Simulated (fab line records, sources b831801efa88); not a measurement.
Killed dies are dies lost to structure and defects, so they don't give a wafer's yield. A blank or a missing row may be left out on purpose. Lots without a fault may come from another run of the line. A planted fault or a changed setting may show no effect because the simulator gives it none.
fab line records | flow sky130
record lots=13 wafers=39 last_day=50
route steps=708 shown VT_ADJUST_HVTR@141 CAP2M@607 METAL5@662 PAD_OPEN@708
lots that met no fault: from a run of the same line without faults
start_h: hours from the record's first day to the start of the lot's first wafer shown | wait_h: hours since the lot's step before | " the same as in the row above | L1.1+2: a row that stands for several wafers | - no value, or no start given | * or withheld: withheld | < > ~ a bound
route shown NAME@n: a module of which the file shows steps, and the number in the route of the first | usual: mean/standard deviation of fault-free wafers | same: alike in all rows | chamber/n: place in a boat | sites: the reading at each site | _std_site: their standard deviation | _edge_site: outer sites' mean less inner sites' | radius_mm: how far each site lies from the wafer's centre | mask NAME#n: copy n | behind: the tool/chamber that last shaped the wafer | hold: why the lot was held/for how many hours/how that ended | device: the transistor (n, p or np) that didn't switch | end of line: the same wafers' tests at the end of the route | a step without rows: its recipe alone | killed: dies lost to structure and defects at the first sort, not the wafer's yield | map: a wafer's dies, x killed, . not, _ none there
set.NAME: the setting as run; set.NAME@STEP: as run at that earlier step | model.NAME: the simulator's own value behind a step, which no gauge read
steps of the route over a sample of lots; a table a step, a row a wafer
services: from which hour (start_h, from the record's first day; less than 0 if before it) a tool's chamber was out of use, for how many hours, and why
## steps
# step SKY_VT_ADJUST_HVTR_STRIP_10
# recipe chemistry=O2/N2 power_w=1400 pressure_mtorr=1500 platen_temp_c=withheld o2_flow_sccm=3000 n2_flow_sccm=300 overash_fraction=0.5
# usual drypump_motor_current_A=6.0/0.35 oes_product_au=0.716/0.0044 strip_time_to_endpoint_s=14.19/0.045
# same overash_fraction=0.5
# columns lot.wafer tool chamber start_h wait_h drypump_motor_current_A oes_product_au rf_hours_counter_h strip_time_to_endpoint_s
L215.1 plasma_asher-04 1 201.64 0.1 6.0 0.719 9 14.17
L215.4 " 1 " " 6.0 0.727 - 14.19
L215.5 " 1 " " 6.0 0.720 - 14.19
L216.3 plasma_asher-04 0 205.25 0.1 5.6 0.713 - 14.23
L216.4 " 1 " " 6.0 0.725 - 14.18
L216.6 " 0 " " 5.6 0.714 - 14.15
L218.2 plasma_asher-03 1 220.99 0.1 6.4 0.708 49 14.12
L218.3 " 0 " " 5.9 0.713 - 14.11
L218.4 " 1 " " 6.4 0.721 - 14.12
L219.2 plasma_asher-03 0 226.83 0.1 6.0 0.721 50 14.26
L219.3 " 1 " " 6.4 0.716 - 14.22
L219.5 " 0 " " 5.9 0.712 - 14.20
L220.2 plasma_asher-04 1 244.38 0.1 6.0 0.712 13 14.23
L220.3 " 0 " " 5.6 0.718 - 14.18
L220.5 " 1 " " 6.0 0.721 - 14.20
L221.2 plasma_asher-01 0 253.08 0.1 5.4 0.713 42 14.20
L221.3 " 0 " " 5.4 0.719 - 14.22
L221.6 " 0 " " 5.4 0.713 - 14.20
L223.2 plasma_asher-03 1 264.68 0.1 6.4 0.706 53 14.21
L223.3 " 1 " " 6.4 0.718 - 14.20
L223.5 " 0 " " 6.0 0.714 - 14.19
L225.1 plasma_asher-01 1 286.09 0.1 6.6 0.713 45 14.26
L225.3 " 1 " " 6.6 0.713 - 14.20
L225.5 " 1 " " 6.6 0.720 - 14.28
L228.4 plasma_asher-04 1 300.16 0.1 6.0 0.712 - 14.14
L228.5 " 1 " " 6.0 0.724 - 14.18
L228.6 " 0 " " 5.6 0.715 - 14.18
L230.1 plasma_asher-04 0 316.99 0.1 5.6 0.716 21 14.07
L230.3 " 0 " " 5.6 0.718 - 14.10
L230.6 " 0 " " 5.6 0.721 - 14.13
L231.2 plasma_asher-03 0 321.73 0.1 5.9 0.713 58 14.18
L231.4 " 1 " " 6.4 0.711 - 14.13
L231.5 " 1 " " 6.4 0.718 - 14.20
L237.2 plasma_asher-03 0 363.24 0.1 5.9 0.715 62 14.16
L237.3 " 0 " " 5.9 0.719 - 14.11
L237.6 " 1 " " 6.4 0.710 - 14.14
L238.2 plasma_asher-03 1 373.34 0.1 6.4 0.715 63 14.16
L238.3 " 1 " " 6.4 0.721 - 14.19
L238.5 " 0 " " 5.9 0.719 - 14.16
# step SKY_CAP2M_THK_MEAS_04
# recipe thk_meas_gauge=xrf reads=TiN_of_CAP2M_SPUTTER_02
# usual CAP2M_TIN_THK=202.0/2
# columns lot.wafer tool chamber start_h wait_h CAP2M_TIN_THK[nm]
L215.1 film_metro-04 - 928.04 0.1 201.9
L215.4 " - " " 200.5
L215.5 " - " " 200.4
L216.3 film_metro-04 - 928.37 0.1 204.0
L216.4 " - " " 204.4
L216.6 " - " " 203.5
L218.2 film_metro-01 - 947.75 0.1 199.9
L218.3 " - " " 200.5
L218.4 " - " " 201.0
L219.2 film_metro-01 - 949.99 0.1 201.6
L219.3 " - " " 202.8
L219.5 " - " " 200.5
L220.2 film_metro-02 - 972.16 0.1 201.3
L220.3 " - " " 203.0
L220.5 " - " " 202.5
L221.2 film_metro-01 - 977.98 0.1 195.5
L221.3 " - " " 196.9
L221.6 " - " " 198.7
L223.2 film_metro-04 - 992.75 0.1 203.4
L223.3 " - " " 201.7
L223.5 " - " " 200.4
L225.1 film_metro-04 - 1009.90 0.1 198.2
L225.3 " - " " 198.6
L225.5 " - " " 196.8
L228.4 film_metro-02 - 1021.48 0.1 203.1
L228.5 " - " " 203.0
L228.6 " - " " 203.9
L230.1 film_metro-02 - 1038.05 0.1 203.2
L230.3 " - " " 204.8
L230.6 " - " " 204.3
L231.2 film_metro-02 - 1044.48 0.1 202.1
L231.4 " - " " 202.2
L231.5 " - " " 203.2
L237.2 film_metro-04 - 1072.89 0.1 200.7
L237.3 " - " " 200.5
L237.6 " - " " 201.1
L238.2 film_metro-02 - 1085.58 0.1 203.0
L238.3 " - " " 202.6
L238.5 " - " " 204.7
# step SKY_METAL5_SPUTTER_01
# recipe material=TiN target_thk_nm=20 power_w=6500 time_s=16.7 chamber_pressure_pa=0.4
# usual throttle_valve_pct=30.0/0.92
# same time_s=16.7
# columns lot.wafer tool chamber start_h wait_h throttle_valve_pct
L215.1 pvd_sputter-01 - 1001.34 0.0 30.8
L215.4 " - " " 31.2
L215.5 " - " " 31.2
L216.3 pvd_sputter-04 - 1003.37 0.0 31.1
L216.4 " - " " 30.9
L216.6 " - " " 30.7
L218.2 pvd_sputter-04 - 1022.15 0.0 30.7
L218.3 " - " " 31.0
L218.4 " - " " 29.3
L219.2 pvd_sputter-04 - 1023.79 0.0 29.8
L219.3 " - " " 30.7
L219.5 " - " " 31.1
L220.2 pvd_sputter-01 - 1045.30 0.0 30.2
L220.3 " - " " 28.4
L220.5 " - " " 30.3
L221.2 pvd_sputter-04 - 1048.18 0.0 29.8
L221.3 " - " " 30.8
L221.6 " - " " 29.3
L223.2 pvd_sputter-01 - 1064.64 0.0 30.9
L223.3 " - " " 28.6
L223.5 " - " " 28.4
L225.1 pvd_sputter-04 - 1079.45 0.0 30.9
L225.3 " - " " 29.6
L225.5 " - " " 31.2
L228.4 pvd_sputter-04 - 1090.37 0.0 29.6
L228.5 " - " " 30.8
L228.6 " - " " 31.0
L230.1 pvd_sputter-04 - 1103.11 0.0 31.1
L230.3 " - " " 29.5
L230.6 " - " " 29.4
L231.2 pvd_sputter-03 - 1111.12 0.0 29.7
L231.4 " - " " 30.4
L231.5 " - " " 30.3
L237.2 pvd_sputter-03 - 1136.98 0.0 29.6
L237.3 " - " " 30.4
L237.6 " - " " 29.5
L238.2 pvd_sputter-04 - 1147.84 0.0 31.1
L238.3 " - " " 31.0
L238.5 " - " " 29.5
# step SKY_METAL5_SPUTTER_04
# recipe material=TiN target_thk_nm=70 power_w=6500 time_s=58.3 chamber_pressure_pa=0.4
# usual throttle_valve_pct=30.0/0.91
# same time_s=58.3
# columns lot.wafer tool chamber start_h wait_h throttle_valve_pct
L215.1 pvd_sputter-01 - 1001.43 0.0 30.3
L215.4 " - " " 31.0
L215.5 " - " " 31.1
L216.3 pvd_sputter-04 - 1003.47 0.0 31.0
L216.4 " - " " 30.9
L216.6 " - " " 30.8
L218.2 pvd_sputter-04 - 1022.24 0.0 31.0
L218.3 " - " " 31.1
L218.4 " - " " 29.1
L219.2 pvd_sputter-04 - 1023.88 0.0 29.5
L219.3 " - " " 31.0
L219.5 " - " " 31.1
L220.2 pvd_sputter-01 - 1045.40 0.0 30.2
L220.3 " - " " 28.6
L220.5 " - " " 30.6
L221.2 pvd_sputter-04 - 1048.27 0.0 29.7
L221.3 " - " " 30.7
L221.6 " - " " 29.6
L223.2 pvd_sputter-01 - 1064.74 0.0 31.1
L223.3 " - " " 28.7
L223.5 " - " " 28.6
L225.1 pvd_sputter-04 - 1079.55 0.0 30.8
L225.3 " - " " 29.3
L225.5 " - " " 31.3
L228.4 pvd_sputter-04 - 1090.47 0.0 29.8
L228.5 " - " " 31.2
L228.6 " - " " 30.8
L230.1 pvd_sputter-04 - 1103.21 0.0 30.9
L230.3 " - " " 29.3
L230.6 " - " " 29.4
L231.2 pvd_sputter-03 - 1111.22 0.0 29.4
L231.4 " - " " 30.2
L231.5 " - " " 30.2
L237.2 pvd_sputter-03 - 1137.07 0.0 29.6
L237.3 " - " " 30.5
L237.6 " - " " 29.7
L238.2 pvd_sputter-04 - 1147.93 0.0 31.0
L238.3 " - " " 30.6
L238.5 " - " " 29.7
# step SKY_PAD_OPEN_PROBE_99
# usual killed_at_M0_to_M3=42/6.9 killed_at_M4_up=3.2/1.7 killed_at_contacts=23/5.5 killed_at_front_end=16/4 killed_at_other=0.4/0.55 killed_dies=85/9.2 killed_open=46/6.8 killed_short=38/6.2
# same gross_dies=492 killed_at_back_side=0
# columns lot.wafer tool chamber start_h wait_h killed_at_M0_to_M3 killed_at_M4_up killed_at_contacts killed_at_front_end killed_at_other killed_dies killed_open killed_short
L228.4 prober-01 - 1152.51 0.2 32 5 18 60 0 115 39 33
L228.5 prober-01 - 1152.56 0.2 26 3 24 66 1 120 33 33
L228.6 prober-01 - 1152.61 0.2 45 6 25 31 0 107 50 35
L230.1 prober-01 - 1163.31 0.1 36 5 17 40 0 98 40 39
L230.3 prober-01 - 1163.41 0.2 31 5 20 32 0 88 41 30
L230.6 prober-01 - 1163.56 0.2 33 5 22 38 1 99 41 41
# killed by level:class
L228.4 VT_ADJUST_HVTR:unspecified=43 VIA3:geometric_particle:open=10 VIA1:geometric_particle:open=7 POLY_GATE:geometric_particle:short=5 POLY_GATE:geometric_particle:open=5 CONTACT:geometric_particle:open=5 VIA2:geometric_particle:open=5 CONTACT:geometric_particle:short=4
L228.5 VT_ADJUST_HVTR:unspecified=53 LI_CONTACT:geometric_particle:open=7 VIA3:geometric_particle:open=6 VIA1:geometric_particle:short=5 CONTACT:geometric_particle:open=5 FIELD_ISO:geometric_particle:short=4 LOCAL_INTERCONNECT:geometric_particle:short=4 CONTACT:geometric_particle:short=4
L228.6 VT_ADJUST_HVTR:unspecified=22 VIA1:geometric_particle:open=11 CONTACT:geometric_particle:open=7 VIA2:geometric_particle:open=7 VIA3:geometric_particle:open=7 CONTACT:geometric_particle:short=6 LI_CONTACT:geometric_particle:open=5 METAL2:geometric_particle:short=5
L230.1 VT_ADJUST_HVTR:unspecified=19 METAL2:geometric_particle:short=8 FIELD_ISO:geometric_particle:short=7 VIA3:geometric_particle:open=7 VIA2:geometric_particle:open=7 VIA1:geometric_particle:open=7 CONTACT:geometric_particle:open=6 CONTACT:geometric_particle:short=5
L230.3 VT_ADJUST_HVTR:unspecified=17 LI_CONTACT:geometric_particle:open=8 VIA2:geometric_particle:open=6 VIA3:geometric_particle:short=6 FIELD_ISO:geometric_particle:open=5 POLY_GATE:geometric_particle:open=5 CONTACT:geometric_particle:open=5 VIA3:geometric_particle:open=5
L230.6 VT_ADJUST_HVTR:unspecified=17 FIELD_ISO:geometric_particle:open=8 CONTACT:geometric_particle:open=6 FIELD_ISO:geometric_particle:short=5 LI_CONTACT:geometric_particle:open=5 CONTACT:geometric_particle:short=5 METAL2:geometric_particle:short=5 POLY_GATE:geometric_particle:open=4
## services
# columns tool chamber start_h hours kind
pvd_sputter-01 - 182.22 5.6 repair
plasma_asher-03 - 264.96 1.8 repair
plasma_asher-03 - 283.11 3.4 repair
plasma_asher-03 - 324.09 1.9 repair
plasma_asher-03 - 421.25 9.0 pm
pvd_sputter-04 - 471.47 0.7 repair
pvd_sputter-01 - 479.70 3.7 repair
pvd_sputter-04 - 492.57 5.0 repair
plasma_asher-03 - 495.84 2.8 pm
pvd_sputter-01 - 514.76 8.5 repair
pvd_sputter-01 - 520.80 2.9 repair
pvd_sputter-01 - 575.77 6.5 repair
pvd_sputter-01 - 577.73 2.1 repair
plasma_asher-03 - 610.92 1.2 repair
pvd_sputter-04 - 660.46 1.2 repair
pvd_sputter-01 - 807.96 1.9 repair
pvd_sputter-01 - 817.38 2.1 repair
pvd_sputter-01 - 817.56 1.5 repair
plasma_asher-03 - 819.56 1.3 repair
pvd_sputter-04 - 847.65 3.6 repair
pvd_sputter-01 - 866.11 1.0 repair
pvd_sputter-01 - 878.48 3.2 repair
pvd_sputter-01 - 884.99 2.4 repair
pvd_sputter-01 - 1146.81 3.7 repair
## key
first_sign step=SKY_PAD_OPEN_PROBE_99 reading=killed_at_front_end direction=up sigmas=7.2 usual=16 struck=44
effect step=SKY_PAD_OPEN_PROBE_99 reading=killed_dies direction=up sigmas=2.2 usual=85 struck=104 wafers_moved=3
met_at SKY_VT_ADJUST_HVTR_STRIP_10
struck_lots L228,L230
tester_left_out L228,L230
not_acting_at SKY_CAP2M_THK_MEAS_04,SKY_METAL5_SPUTTER_01,SKY_METAL5_SPUTTER_04
onset_between 244.38 300.16
fault kind=chamber_particle_source tool=plasma_asher-04 chamber=- onset_h=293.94 steps=SKY_VT_ADJUST_HVTR_STRIP_10 rate_per_visit_cm2=0.50515 end_h=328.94
# tester_left_out: of these lots the tester's yield and bins aren't shown, on N5 and GAA mostly nor the transistor test; their killed dies are dies lost to structure and defects alone, not to doping, threshold or leakage, so they don't give the yield
